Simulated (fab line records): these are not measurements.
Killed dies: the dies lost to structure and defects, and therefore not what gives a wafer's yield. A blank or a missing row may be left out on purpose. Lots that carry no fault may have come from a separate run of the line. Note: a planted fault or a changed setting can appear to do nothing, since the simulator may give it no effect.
What tool caused it? ; flow gf180mcu ; 24 lots, 72 wafers sampled, at 6 steps of a route of 602

## WHAT THE GAUGES READ, wafer by wafer
GF_VT_IMPLANT_OVL_MEAS_29.
lot;measured;on;VT_IMPLANT_02_OVL (nm)
L074;day 6 23:59;overlay-01;0.2 -0.3 0.0
L075;day 7 03:56;overlay-02;0.1 1.2 2.3
L076;day 7 10:10;overlay-01;0.5 1.3 1.0
L077;day 7 15:08;overlay-01;0.2 -0.9 -0.1
L078;day 7 19:26;overlay-02;0.5 0.1 0.1
L079;day 8 01:39;overlay-01;-0.9 0.4 -0.3
L080;day 8 08:47;overlay-02;-0.7 0.8 -0.4
L081;day 8 16:38;overlay-02;-0.3 -1.7 0.5
L082;day 8 21:05;overlay-02;-0.5 -1.1 -0.3
L083;day 9 05:32;overlay-02;2.3 1.0 0.9
L084;day 9 11:50;overlay-02;-0.1 1.3 1.9
L085;day 9 17:23;overlay-01;1.0 0.7 1.8
L086;day 9 23:16;overlay-01;-1.0 -0.8 -0.1
L087;day 10 04:38;overlay-02;-0.2 0.8 -0.1
L088;day 10 18:16;overlay-01;-1.0 -1.7 0.0
L089;day 11 05:22;overlay-02;-0.6 -0.9 -0.5
L090;day 11 06:42;overlay-01;-1.6 -1.1 -0.5
L091;day 11 21:11;overlay-01;2.5 1.1 0.4
L092;day 11 22:05;overlay-01;-0.2 1.1 1.2
L093;day 12 12:20;overlay-01;1.0 -0.5 0.0
L095;day 12 15:46;overlay-01;0.2 0.2 -0.1
L094;day 12 16:35;overlay-01;-1.1 -0.5 0.3
L096;day 12 21:39;overlay-01;-0.2 -2.0 -0.3
L097;day 13 08:37;overlay-02;-0.7 0.2 0.4

GF_PSD_OVL_MEAS_08.
lot;measured;on;PSD_OVL (nm)
L074;day 14 05:46;overlay-01;-0.2 1.7 0.4
L075;day 14 12:28;overlay-02;1.1 1.5 1.4
L076;day 14 21:06;overlay-02;-1.6 -2.0 -2.5
L077;day 15 00:31;overlay-02;-2.3 -1.1 -1.6
L078;day 15 10:02;overlay-02;0.2 0.4 -0.5
L079;day 15 17:01;overlay-01;-0.2 -1.2 -1.3
L080;day 15 23:46;overlay-02;-1.6 -1.3 -0.2
L081;day 16 12:57;overlay-01;-1.7 -0.4 0.1
L082;day 16 20:17;overlay-01;0.0 0.5 -0.4
L083;day 17 04:42;overlay-02;-1.9 0.6 -0.2
L084;day 17 13:19;overlay-01;1.6 0.8 2.6
L085;day 18 00:33;overlay-02;-1.6 -1.5 -1.2
L086;day 18 06:45;overlay-02;-1.0 -0.5 0.2
L087;day 18 10:54;overlay-02;-0.6 -0.9 0.7
L088;day 19 05:03;overlay-01;-2.1 -3.1 -0.9
L089;day 19 18:47;overlay-01;-0.8 -2.3 -1.8
L090;day 19 22:07;overlay-01;-0.1 0.7 0.6
L091;day 20 16:57;overlay-01;0.4 0.4 1.1
L092;day 20 22:22;overlay-01;-0.4 -0.2 -1.3
L093;day 21 10:15;overlay-01;-0.8 -1.2 -0.8
L095;day 21 13:00;overlay-01;-1.5 -3.1 -1.5
L094;day 21 13:35;overlay-01;0.9 -0.6 -1.3
L096;day 21 22:34;overlay-02;0.8 0.9 0.3
L097;day 22 08:53;overlay-02;0.3 -1.2 -1.9

GF_M3_THK_MEAS_06: measures by xrf.
lot;measured;on;M3_ALCU_THK (nm)
L074;day 20 09:57;film metro-04;434 428 433
L075;day 20 16:54;film metro-04;437 442 439
L076;day 21 02:35;film metro-04;439 443 438
L077;day 21 06:05;film metro-04;439 440 435
L078;day 21 15:13;film metro-03;443 450 451
L079;day 22 02:38;film metro-04;440 444 437
L080;day 22 08:34;film metro-03;442 437 444
L081;day 22 20:07;film metro-02;451 438 440
L082;day 23 03:53;film metro-04;442 436 442
L083;day 23 12:43;film metro-04;454 442 442
L084;day 23 20:00;film metro-02;431 439 436
L085;day 24 06:20;film metro-03;433 438 431
L086;day 24 13:44;film metro-02;448 451 448
L087;day 24 17:58;film metro-03;433 432 433
L088;day 25 10:27;film metro-03;430 434 441
L089;day 25 21:16;film metro-04;444 450 440
L090;day 26 01:50;film metro-02;449 446 447
L091;day 26 16:52;film metro-04;446 441 438
L092;day 26 23:26;film metro-04;438 442 442
L093;day 27 07:59;film metro-02;444 441 442
L095;day 27 10:43;film metro-04;442 445 440
L094;day 27 11:06;film metro-03;436 442 447
L096;day 27 20:56;film metro-04;436 437 437
L097;day 28 04:25;film metro-02;437 442 445

## WHAT TOOL EACH LOT RAN ON (gives the tool, then ch and the chambers of the sampled wafers, and finally the start)
lot;GF_VT_IMPLANT_STRIP_20;GF_V2_ETCH_17;GF_M3_SPUTTER_00
L074;plasma asher-02 ch 0,1, day 6 09:07;rie diel-04 ch 0,2,3, day 20 09:36 or earlier;pvd sputter-01, day 20 09:36
L075;plasma asher-04 ch 0,1, day 6 13:13;rie diel-04 ch 0,2,3, day 20 16:34 or earlier;pvd sputter-03, day 20 16:34
L076;plasma asher-04 ch 0, day 6 18:31;rie diel-03 ch 0,2, day 21 02:14 or earlier;pvd sputter-01, day 21 02:14
L077;plasma asher-03 ch 0,1, day 7 00:04;rie diel-01 ch 0,1, day 21 05:44 or earlier;pvd sputter-04, day 21 05:44
L078;plasma asher-03 ch 0,1, day 7 04:01;rie diel-01 ch 0,1,3, day 21 14:53 or earlier;pvd sputter-04, day 21 14:53
L079;plasma asher-04 ch 0,1, day 7 09:34;rie diel-01 ch 0,2, day 22 02:17 or earlier;pvd sputter-01, day 22 02:17
L080;plasma asher-03 ch 0,1, day 7 16:46;rie diel-03 ch 1,2, day 22 08:13 or earlier;pvd sputter-03, day 22 08:13
L081;plasma asher-02 ch 0,1, day 8 00:40;rie diel-04 ch 0,1, day 22 19:47 or earlier;pvd sputter-04, day 22 19:47
L082;plasma asher-04 ch 0,1, day 8 05:10;rie diel-04 ch 0,2,3, day 23 03:32 or earlier;pvd sputter-01, day 23 03:32
L083;plasma asher-03 ch 1, day 8 13:07;rie diel-01 ch 0,1,3, day 23 12:23 or earlier;pvd sputter-04, day 23 12:23
L084;plasma asher-04 ch 0,1, day 8 19:10;rie diel-03 ch 0,1,2, day 23 19:39 or earlier;pvd sputter-03, day 23 19:39
L085;plasma asher-03 ch 0,1, day 9 00:04;rie diel-03 ch 1,2,3, day 24 06:00 or earlier;pvd sputter-01, day 24 06:00
L086;plasma asher-02 ch 0,1, day 9 05:52;rie diel-03 ch 0,2,3, day 24 13:23 or earlier;pvd sputter-03, day 24 13:23
L087;plasma asher-03 ch 0,1, day 9 11:43;rie diel-01 ch 0,2,3, day 24 17:37 or earlier;pvd sputter-01, day 24 17:37
L088;plasma asher-04 ch 0,1, day 10 00:52;rie diel-03 ch 0,1,2, day 25 10:07 or earlier;pvd sputter-04, day 25 10:07
L089;plasma asher-02 ch 0,1, day 10 11:37;rie diel-04 ch 1,3, day 25 20:55 or earlier;pvd sputter-03, day 25 20:55
L090;plasma asher-03 ch 0,1, day 10 12:34;rie diel-03 ch 0,1,3, day 26 01:29 or earlier;pvd sputter-03, day 26 01:29
L091;plasma asher-04 ch 0,1, day 11 03:23;rie diel-04 ch 0,2,3, day 26 16:31 or earlier;pvd sputter-03, day 26 16:31
L092;plasma asher-02 ch 0,1, day 11 03:43;rie diel-03 ch 1,2,3, day 26 23:04 or earlier;pvd sputter-01, day 26 23:04
L093;plasma asher-04 ch 0,1, day 11 17:25;rie diel-01 ch 1,2, day 27 07:39 or earlier;pvd sputter-01, day 27 07:39
L095;plasma asher-03 ch 0,1, day 11 20:34;rie diel-04 ch 1,2, day 27 10:22 or earlier;pvd sputter-01, day 27 10:22
L094;plasma asher-03 ch 0,1, day 11 21:28;rie diel-03 ch 0,1,2, day 27 10:46 or earlier;pvd sputter-04, day 27 10:46
L096;plasma asher-03 ch 0,1, day 12 02:28;rie diel-03 ch 0,1,3, day 27 20:34 or earlier;pvd sputter-03, day 27 20:34
L097;plasma asher-03 ch 0,1, day 12 13:00;rie diel-03 ch 1,2,3, day 28 04:04 or earlier;pvd sputter-03, day 28 04:04
- GF_VT_IMPLANT_STRIP_20: strips in O2/N2.
- GF_V2_ETCH_17: etches SiO2 in C4F8/O2/Ar, stops on TiN, target depth 630 nm.
- GF_M3_SPUTTER_00: material Ti, target thk 37.5 nm, time 150 s.

## AS READ BY THE TOOLS THEMSELVES (means over the sampled wafers that have a number; for cases with no such wafer, the mark the record gives instead)
GF_VT_IMPLANT_STRIP_20.
lot;tool;chamber pressure mTorr (mTorr);drypump motor current A (A);heater power w (W);oes product au (a.u.);platen temp c (C);strip time to endpoint s (s)
L074;plasma asher-02;1499.7;5.65;319;0.716;250.14;12.65
L075;plasma asher-04;1500.2;6.02;346;0.717;250.02;12.60
L076;plasma asher-04;1499.4;5.90;324;0.713;249.69;12.64
L077;plasma asher-03;1500.8;5.77;377;0.718;249.94;12.56
L078;plasma asher-03;1500.9;5.76;375;0.714;249.83;12.65
L079;plasma asher-04;1499.5;5.97;337;0.716;249.94;12.61
L080;plasma asher-03;1501.0;5.84;383;0.718;249.86;12.61
L081;plasma asher-02;1499.9;5.74;313;0.716;249.85;12.68
L082;plasma asher-04;1500.5;6.01;340;0.716;249.98;12.62
L083;plasma asher-03;1499.3;5.91;383;0.715;249.97;12.67
L084;plasma asher-04;1499.5;6.01;343;0.719;250.01;12.69
L085;plasma asher-03;1499.7;5.76;378;0.715;249.68;12.59
L086;plasma asher-02;1500.7;5.75;303;0.717;250.00;12.65
L087;plasma asher-03;1500.9;5.77;380;0.715;249.99;12.64
L088;plasma asher-04;1499.0;6.02;350;0.719;250.06;12.64
L089;plasma asher-02;1499.9;5.65;320;0.720;250.02;12.56
L090;plasma asher-03;1501.0;5.77;378;0.719;250.02;12.58
L091;plasma asher-04;1500.6;5.96;337;0.721;250.04;12.62
L092;plasma asher-02;1498.2;5.65;321;0.714;250.00;12.60
L093;plasma asher-04;1502.1;5.94;335;0.715;249.95;12.57
L095;plasma asher-03;1499.7;5.77;376;0.724;250.27;12.66
L094;plasma asher-03;1499.5;5.83;383;0.718;249.98;12.64
L096;plasma asher-03;1499.0;5.85;385;0.711;250.08;12.65
L097;plasma asher-03;1499.8;5.83;376;0.717;250.07;12.61

GF_V2_ETCH_17.
lot;tool;bias w (W);chamber pressure mTorr (mTorr);oes product au (a.u.)
L074;rie diel-04;1198;40.02;0.861
L075;rie diel-04;1204;40.01;0.856
L076;rie diel-03;1201;40.01;0.855
L077;rie diel-01;1201;40.01;0.855
L078;rie diel-01;1205;40.02;0.852
L079;rie diel-01;1200;39.97;0.856
L080;rie diel-03;1200;39.99;0.855
L081;rie diel-04;1206;40.01;0.853
L082;rie diel-04;1199;40.01;0.858
L083;rie diel-01;1201;39.99;0.853
L084;rie diel-03;1201;40.01;0.857
L085;rie diel-03;1200;40.00;0.853
L086;rie diel-03;1202;39.99;0.861
L087;rie diel-01;1198;39.97;0.851
L088;rie diel-03;1196;40.00;0.857
L089;rie diel-04;1202;40.01;0.851
L090;rie diel-03;1201;40.03;0.856
L091;rie diel-04;1199;40.01;0.860
L092;rie diel-03;1198;39.99;0.856
L093;rie diel-01;1202;39.96;0.854
L095;rie diel-04;1198;40.05;0.855
L094;rie diel-03;1204;39.99;0.854
L096;rie diel-03;1199;39.98;0.852
L097;rie diel-03;1198;40.00;0.858

GF_M3_SPUTTER_00.
lot;tool;throttle valve pct (%)
L074;pvd sputter-01;30.7
L075;pvd sputter-03;29.9
L076;pvd sputter-01;30.6
L077;pvd sputter-04;31.4
L078;pvd sputter-04;30.2
L079;pvd sputter-01;30.3
L080;pvd sputter-03;29.8
L081;pvd sputter-04;30.0
L082;pvd sputter-01;30.4
L083;pvd sputter-04;30.1
L084;pvd sputter-03;29.4
L085;pvd sputter-01;30.3
L086;pvd sputter-03;29.5
L087;pvd sputter-01;30.1
L088;pvd sputter-04;30.3
L089;pvd sputter-03;29.7
L090;pvd sputter-03;30.0
L091;pvd sputter-03;28.9
L092;pvd sputter-01;30.1
L093;pvd sputter-01;30.5
L095;pvd sputter-01;30.5
L094;pvd sputter-04;30.0
L096;pvd sputter-03;28.7
L097;pvd sputter-03;29.8

## THE ANSWER, worked out from the rows above alone
Rule: usual is defined by the lots themselves. The widest of any qualifying gaps counts: lots, ordered by their means at a reading, are off when they make up no more than a third of the lots, leave a main group of 4 or more, and stand apart from it by 3 or more times the standard deviation of that group's means. Not used: any main group whose means are identical at the precision the tables above print for the reading. Also off: a lot with no number at a reading for which 4 or more lots have one. Any other lot the step has rows for is counted as sound. First the gauges in route order, then the tools' own readings, where a lot's mean is used as printed above. The first step at which some lot is off is used, and at that step the reading that is off furthest; a lot without a number counts as furthest.
No lot is off at any reading shown: from this, nothing can be told.

## WHAT THE SIMULATOR PUT IN
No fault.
